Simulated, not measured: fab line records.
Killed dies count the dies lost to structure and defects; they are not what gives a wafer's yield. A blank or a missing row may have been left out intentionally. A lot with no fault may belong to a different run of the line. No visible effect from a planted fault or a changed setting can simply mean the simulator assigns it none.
fab line records + flow sky130 + part 2 of 2: steps 30 to 39 of 39
record
- lots=5
- wafers=15
- lastDay=49
route steps=708 shown METAL2@492 VIA2@507
lots that met no fault: taken from a fault-free run of the same line
startH: the number of hours between the record's first day and the start of the first shown wafer of the lot + waitH: how many hours have passed since the lot's step before this one + " same as the row above + L1.1+2: a row that stands for several wafers + - no value, or no start was given + * or withheld: withheld + < > ~ a bound
route shown NAME@n: NAME is a module with steps in the file, n the number in the route of the first one + usual: average and standard deviation across the fault-free wafers + same: alike in all rows + chamber/n: place in a boat + sites: each site's reading + _std_site: standard deviation across them + _edge_site: outer sites' mean less inner sites' + radiusMm: for every site, how far away it sits from the centre of the wafer + mask NAME#n: copy n + behind: the most recent tool/chamber to have shaped the wafer + hold: what put the lot on hold/how long, in hours/how the hold closed + device: the transistor (n, p or np) that didn't switch + end of line: tests of these same wafers at the route's end + where a step has no rows: the recipe by itself + killed: dies that structure and defects cost at the first sort, which is not the same as the wafer's yield + map: shows each die of a wafer: x if killed, . if not, _ if none is there
set.NAME: setting as actually run; set.NAME@STEP: the setting as run at that earlier step + model.NAME: the simulator's own value behind a step, which no gauge read
certain route steps with their lots: each step a table, each wafer a row
services: from which hour (startH, from the record's first day; less than 0 if before it) a tool's chamber was out of use, for how many hours, and why
## steps
# step SKY_VIA2_ETCH_14
# recipe
- chemistry=N2/H2
- target=BARC
- ionEnergyEv=200
- sourceW=500
- biasW=100
- pressureMtorr=30
- n2FlowSccm=100
- h2FlowSccm=200
- stopOn=SiO2
- timeS=45.9
- targetDepthA=600
# usual
- drypumpMotorCurrentA=5.8/0.48
- oesProductAu=0.854/0.0044
- throttleValvePct=13.224/0.011
| lot.wafer | tool       | chamber | startH | waitH | drypumpMotorCurrentA | oesProductAu | rfHoursCounterH | throttleValvePct |
|-----------|------------|---------|--------|-------|----------------------|--------------|-----------------|------------------|
| L077.1    | rieDiel-02 | 0       | 881.28 | 0.0   | 6.2                  | 0.857        | 2               | 13.210           |
| L077.3    | "          | 3       | "      | "     | 6.2                  | 0.853        | 12              | 13.218           |
| L077.4    | "          | 2       | "      | "     | 5.2                  | 0.858        | 10              | 13.235           |
| L083.1    | rieDiel-03 | 0       | 915.88 | 0.0   | 5.5                  | 0.851        | 10              | 13.216           |
| L083.2    | "          | 3       | "      | "     | 6.2                  | 0.853        | 8               | 13.225           |
| L083.3    | "          | 1       | "      | "     | 5.9                  | 0.856        | 16              | 13.216           |
| L084.1    | rieDiel-03 | 0       | 945.15 | 0.0   | 5.6                  | 0.864        | 11              | 13.228           |
| L084.4    | "          | 3       | "      | "     | 6.2                  | 0.853        | 9               | 13.214           |
| L084.6    | "          | 1       | "      | "     | 6.0                  | 0.860        | -               | 13.228           |
| L087.1    | rieDiel-04 | 2       | 952.09 | 0.0   | 5.6                  | 0.850        | 17              | 13.220           |
| L087.2    | "          | 3       | "      | "     | 6.0                  | 0.852        | 20              | 13.235           |
| L087.6    | "          | 3       | "      | "     | 5.9                  | 0.851        | -               | 13.220           |
| L091.3    | rieDiel-02 | 1       | 973.64 | 0.0   | 5.0                  | 0.850        | 14              | 13.239           |
| L091.5    | "          | 1       | "      | "     | 5.0                  | 0.852        | -               | 13.226           |
| L091.6    | "          | 0       | "      | "     | 6.3                  | 0.851        | -               | 13.225           |
# step SKY_VIA2_ETCH_15
# recipe
- target=SiO2
- chemistry=C4F8/O2/Ar
- targetDepthNm=546
- stopOn=TiN
- maskMaterial=KrF-thick
- sourceW=1500
- biasW=1200
- pressureMtorr=40
- c4f8FlowSccm=withheld
- O2_flow_sccm=6
- Ar_flow_sccm=300
- timeS=84
# usual
- oesProductAu=0.940/0.0049
| lot.wafer | tool       | chamber | startH | waitH | oesProductAu | rfHoursCounterH |
|-----------|------------|---------|--------|-------|--------------|-----------------|
| L077.1    | rieDiel-02 | 0       | 881.33 | 0.0   | 0.937        | 2               |
| L077.3    | "          | 3       | "      | "     | 0.936        | 12              |
| L077.4    | "          | 2       | "      | "     | 0.941        | 10              |
| L083.1    | rieDiel-03 | 0       | 915.93 | 0.0   | 0.939        | 10              |
| L083.2    | "          | 3       | "      | "     | 0.937        | 8               |
| L083.3    | "          | 1       | "      | "     | 0.933        | 16              |
| L084.1    | rieDiel-03 | 0       | 945.20 | 0.0   | 0.938        | 11              |
| L084.4    | "          | 3       | "      | "     | 0.947        | 9               |
| L084.6    | "          | 1       | "      | "     | 0.936        | -               |
| L087.1    | rieDiel-04 | 2       | 952.13 | 0.0   | 0.939        | 17              |
| L087.2    | "          | 3       | "      | "     | 0.941        | 20              |
| L087.6    | "          | 3       | "      | "     | 0.944        | -               |
| L091.3    | rieDiel-02 | 1       | 973.68 | 0.0   | 0.939        | 14              |
| L091.5    | "          | 1       | "      | "     | 0.944        | -               |
| L091.6    | "          | 0       | "      | "     | 0.946        | -               |
# step SKY_VIA2_STRIP_16
# recipe
- chemistry=O2/N2
- powerW=1400
- pressureMtorr=1500
- platenTempC=withheld
- o2FlowSccm=3000
- n2FlowSccm=300
- overashFraction=0.5
# usual
- drypumpMotorCurrentA=5.84/0.27
- oesProductAu=0.398/0.005
- stripTimeToEndpointS=4.04/0.03
| lot.wafer | tool           | chamber | startH | waitH | drypumpMotorCurrentA | oesProductAu | rfHoursCounterH | stripTimeToEndpointS |
|-----------|----------------|---------|--------|-------|----------------------|--------------|-----------------|----------------------|
| L077.1    | plasmaAsher-03 | 0       | 881.39 | 0.0   | 5.71                 | 0.398        | 69              | 4.02                 |
| L077.3    | "              | 1       | "      | "     | 5.82                 | 0.409        | -               | 4.04                 |
| L077.4    | "              | 0       | "      | "     | 5.70                 | 0.400        | -               | 4.00                 |
| L083.1    | plasmaAsher-03 | 0       | 915.99 | 0.0   | 5.73                 | 0.408        | 73              | 4.06                 |
| L083.2    | "              | 1       | "      | "     | 5.85                 | 0.390        | 73              | 4.04                 |
| L083.3    | "              | 0       | "      | "     | 5.69                 | 0.405        | -               | 4.07                 |
| L084.1    | plasmaAsher-03 | 0       | 945.26 | 0.0   | 5.74                 | 0.392        | 76              | 4.04                 |
| L084.4    | "              | 0       | "      | "     | 5.73                 | 0.393        | -               | 4.05                 |
| L084.6    | "              | 1       | "      | "     | 5.86                 | 0.397        | -               | 4.07                 |
| L087.1    | plasmaAsher-04 | 0       | 952.19 | 0.0   | 5.79                 | 0.402        | 114             | 4.02                 |
| L087.2    | "              | 1       | "      | "     | 6.39                 | 0.395        | 114             | 4.05                 |
| L087.6    | "              | 1       | "      | "     | 6.39                 | 0.405        | -               | 4.05                 |
| L091.3    | plasmaAsher-03 | 0       | 973.77 | 0.1   | 5.69                 | 0.401        | -               | 4.03                 |
| L091.5    | "              | 1       | "      | "     | 5.83                 | 0.396        | -               | 4.00                 |
| L091.6    | "              | 0       | "      | "     | 5.69                 | 0.399        | -               | 4.05                 |
# step SKY_VIA2_STRIP_17
# recipe
- chemistry=postEtchResidueRemover
- timeS=1200
- tempC=72.5
# usual
- tempC=72.52/0.12
| lot.wafer | tool        | chamber | startH | waitH | tempC |
|-----------|-------------|---------|--------|-------|-------|
| L077.1    | wetBench-02 | 1       | 881.49 | 0.1   | 72.54 |
| L077.3    | "           | 1       | "      | "     | 72.54 |
| L077.4    | "           | 1       | "      | "     | 72.46 |
| L083.1    | wetBench-02 | 0       | 916.09 | 0.1   | 72.42 |
| L083.2    | "           | 0       | "      | "     | 72.47 |
| L083.3    | "           | 0       | "      | "     | 72.57 |
| L084.1    | wetBench-04 | 0       | 945.36 | 0.1   | 72.50 |
| L084.4    | "           | 0       | "      | "     | 72.60 |
| L084.6    | "           | 0       | "      | "     | 72.45 |
| L087.1    | wetBench-03 | 1       | 952.29 | 0.1   | 72.71 |
| L087.2    | "           | 1       | "      | "     | 72.65 |
| L087.6    | "           | 1       | "      | "     | 72.57 |
| L091.3    | wetBench-04 | 2       | 973.84 | 0.0   | 72.55 |
| L091.5    | "           | 2       | "      | "     | 72.57 |
| L091.6    | "           | 2       | "      | "     | 72.57 |
# step SKY_VIA2_CLEAN_18
# recipe
- chemistry=IPA
- timeS=180
- tempC=25
# usual
- tempC=25.02/0.11
| lot.wafer | tool        | chamber | startH | waitH | tempC |
|-----------|-------------|---------|--------|-------|-------|
| L077.1    | wetBench-04 | 3       | 881.90 | 0.0   | 24.85 |
| L077.3    | "           | 3       | "      | "     | 25.00 |
| L077.4    | "           | 3       | "      | "     | 24.91 |
| L083.1    | wetBench-02 | 1       | 916.46 | 0.0   | 25.19 |
| L083.2    | "           | 1       | "      | "     | 25.13 |
| L083.3    | "           | 1       | "      | "     | 25.06 |
| L084.1    | wetBench-02 | 1       | 945.70 | 0.0   | 25.06 |
| L084.4    | "           | 1       | "      | "     | 25.06 |
| L084.6    | "           | 1       | "      | "     | 25.14 |
| L087.1    | wetBench-02 | 1       | 952.63 | 0.0   | 24.99 |
| L087.2    | "           | 1       | "      | "     | 25.00 |
| L087.6    | "           | 1       | "      | "     | 25.08 |
| L091.3    | wetBench-03 | 2       | 974.18 | 0.0   | 25.01 |
| L091.5    | "           | 2       | "      | "     | 25.12 |
| L091.6    | "           | 2       | "      | "     | 25.08 |
# step SKY_VIA2_CLEAN_19
# recipe
- chemistry=O3/DIW
- dry=n2Spin
| lot.wafer  | tool        | chamber | startH | waitH |
|------------|-------------|---------|--------|-------|
| L077.1+3+4 | wetBench-03 | 0       | 881.96 | 0.0   |
| L083.1+2+3 | wetBench-04 | 1       | 916.53 | 0.0   |
| L084.1+4+6 | wetBench-04 | 0       | 945.77 | 0.0   |
| L087.1+2+6 | wetBench-04 | 1       | 952.69 | 0.0   |
| L091.3+5+6 | wetBench-02 | 1       | 974.24 | 0.0   |
# step SKY_VIA2_SPUTTER_20
# recipe
- material=TiN
- targetThkNm=20
- chamberPressurePa=5
- powerW=4000
- timeS=80
# usual
- throttleValvePct=29.1/1
| lot.wafer | tool          | chamber | startH | waitH | throttleValvePct |
|-----------|---------------|---------|--------|-------|------------------|
| L077.1    | pvdSputter-03 | -       | 882.05 | 0.0   | 26.9             |
| L077.3    | "             | -       | "      | "     | 29.5             |
| L077.4    | "             | -       | "      | "     | 29.3             |
| L083.1    | pvdSputter-01 | -       | 916.63 | 0.0   | 29.3             |
| L083.2    | "             | -       | "      | "     | 28.9             |
| L083.3    | "             | -       | "      | "     | 28.8             |
| L084.1    | pvdSputter-03 | -       | 945.86 | 0.0   | 29.5             |
| L084.4    | "             | -       | "      | "     | 29.6             |
| L084.6    | "             | -       | "      | "     | 29.4             |
| L087.1    | pvdSputter-01 | -       | 952.78 | 0.0   | 30.7             |
| L087.2    | "             | -       | "      | "     | 28.6             |
| L087.6    | "             | -       | "      | "     | 28.9             |
| L091.3    | pvdSputter-01 | -       | 974.33 | 0.0   | 29.3             |
| L091.5    | "             | -       | "      | "     | 29.2             |
| L091.6    | "             | -       | "      | "     | 28.6             |
# step SKY_VIA2_CVD_21
# recipe
- material=W
- targetThkNm=420
- timeS=126.4
- tempC=400
- pressureTorr=40
# usual
- heaterPowerW=782/82
| lot.wafer | tool    | chamber | startH | waitH | heaterPowerW |
|-----------|---------|---------|--------|-------|--------------|
| L077.1    | cvdW-01 | 0       | 882.11 | 0.0   | 732          |
| L077.3    | "       | 0       | "      | "     | 717          |
| L077.4    | "       | 1       | "      | "     | 771          |
| L083.1    | cvdW-02 | 0       | 916.69 | 0.0   | 786          |
| L083.2    | "       | 1       | "      | "     | 864          |
| L083.3    | "       | 1       | "      | "     | 914          |
| L084.1    | cvdW-01 | 1       | 945.92 | 0.0   | 757          |
| L084.4    | "       | 1       | "      | "     | 761          |
| L084.6    | "       | 1       | "      | "     | 751          |
| L087.1    | cvdW-02 | 1       | 952.84 | 0.0   | 869          |
| L087.2    | "       | 0       | "      | "     | 798          |
| L087.6    | "       | 0       | "      | "     | 803          |
| L091.3    | cvdW-02 | 0       | 974.44 | 0.1   | 820          |
| L091.5    | "       | 1       | "      | "     | 889          |
| L091.6    | "       | 0       | "      | "     | 818          |
# step SKY_VIA2_RS_MEAS_22
# recipe
- thkMeasGauge=four-point-probe
- reads=W_of_VIA2_CVD_21+TiN_of_VIA2_SPUTTER_20
# usual
- VIA2_W_RS=0.275/0.0031
| lot.wafer | tool         | chamber | startH | waitH | VIA2_W_RS[ohm/sq] |
|-----------|--------------|---------|--------|-------|-------------------|
| L077.1    | filmMetro-02 | -       | 882.24 | 0.1   | 0.274             |
| L077.3    | "            | -       | "      | "     | 0.273             |
| L077.4    | "            | -       | "      | "     | 0.275             |
| L083.1    | filmMetro-01 | -       | 916.82 | 0.1   | 0.274             |
| L083.2    | "            | -       | "      | "     | 0.275             |
| L083.3    | "            | -       | "      | "     | 0.276             |
| L084.1    | filmMetro-04 | -       | 946.05 | 0.1   | 0.272             |
| L084.4    | "            | -       | "      | "     | 0.276             |
| L084.6    | "            | -       | "      | "     | 0.276             |
| L087.1    | filmMetro-02 | -       | 952.97 | 0.1   | 0.274             |
| L087.2    | "            | -       | "      | "     | 0.271             |
| L087.6    | "            | -       | "      | "     | 0.269             |
| L091.3    | filmMetro-04 | -       | 974.56 | 0.1   | 0.274             |
| L091.5    | "            | -       | "      | "     | 0.277             |
| L091.6    | "            | -       | "      | "     | 0.271             |
# step SKY_VIA2_THK_MEAS_23
# recipe
- thkMeasGauge=xrf
- reads=W_of_VIA2_CVD_21
# usual
- VIA2_W_THK=399/5.3
| lot.wafer | tool         | chamber | startH | waitH | VIA2_W_THK[nm] |
|-----------|--------------|---------|--------|-------|----------------|
| L077.1    | filmMetro-02 | -       | 882.36 | 0.1   | 408            |
| L077.3    | "            | -       | "      | "     | 409            |
| L077.4    | "            | -       | "      | "     | 410            |
| L083.1    | filmMetro-01 | -       | 916.94 | 0.1   | 401            |
| L083.2    | "            | -       | "      | "     | 398            |
| L083.3    | "            | -       | "      | "     | 399            |
| L084.1    | filmMetro-04 | -       | 946.17 | 0.1   | 397            |
| L084.4    | "            | -       | "      | "     | 394            |
| L084.6    | "            | -       | "      | "     | 395            |
| L087.1    | filmMetro-02 | -       | 953.09 | 0.1   | 399            |
| L087.2    | "            | -       | "      | "     | 405            |
| L087.6    | "            | -       | "      | "     | 408            |
| L091.3    | filmMetro-04 | -       | 974.66 | 0.1   | 396            |
| L091.5    | "            | -       | "      | "     | 394            |
| L091.6    | "            | -       | "      | "     | 401            |
## services
| tool           | chamber | startH | hours | kind   |
|----------------|---------|--------|-------|--------|
| cvdW-02        | -       | 819.51 | 2.8   | pm     |
| rieDiel-02     | 0       | 819.62 | 13.6  | repair |
| hdpcvd-01      | -       | 821.98 | 1.4   | repair |
| wetBench-04    | -       | 824.02 | 30.9  | pm     |
| rieDiel-02     | -       | 837.46 | 0.7   | repair |
| rieMetal-02    | -       | 838.41 | 1.1   | repair |
| cmp-01         | -       | 842.70 | 25.6  | repair |
| krfScanner-02  | -       | 845.49 | 4.0   | pm     |
| plasmaAsher-03 | -       | 847.69 | 2.6   | repair |
| krfScanner-01  | -       | 852.21 | 3.9   | repair |
| rieDiel-03     | 2       | 852.70 | 1.9   | repair |
| cvdW-02        | 0       | 855.61 | 1.2   | repair |
| pvdSputter-01  | -       | 856.72 | 1.9   | repair |
| plasmaAsher-01 | -       | 859.76 | 8.6   | pm     |
| krfScanner-01  | -       | 864.17 | 1.3   | pm     |
| krfScanner-01  | -       | 872.35 | 1.8   | repair |
| krfScanner-01  | -       | 913.30 | 1.1   | repair |
| krfScanner-01  | -       | 926.77 | 0.3   | repair |
| krfScanner-01  | -       | 930.72 | 1.6   | repair |
| rieMetal-02    | -       | 937.76 | 2.8   | pm     |
| krfScanner-01  | -       | 940.82 | 1.0   | pm     |
| rieMetal-01    | -       | 948.34 | 1.4   | pm     |
| hdpcvd-01      | -       | 950.25 | 15.0  | pm     |
| rieDiel-02     | -       | 959.69 | 0.3   | repair |
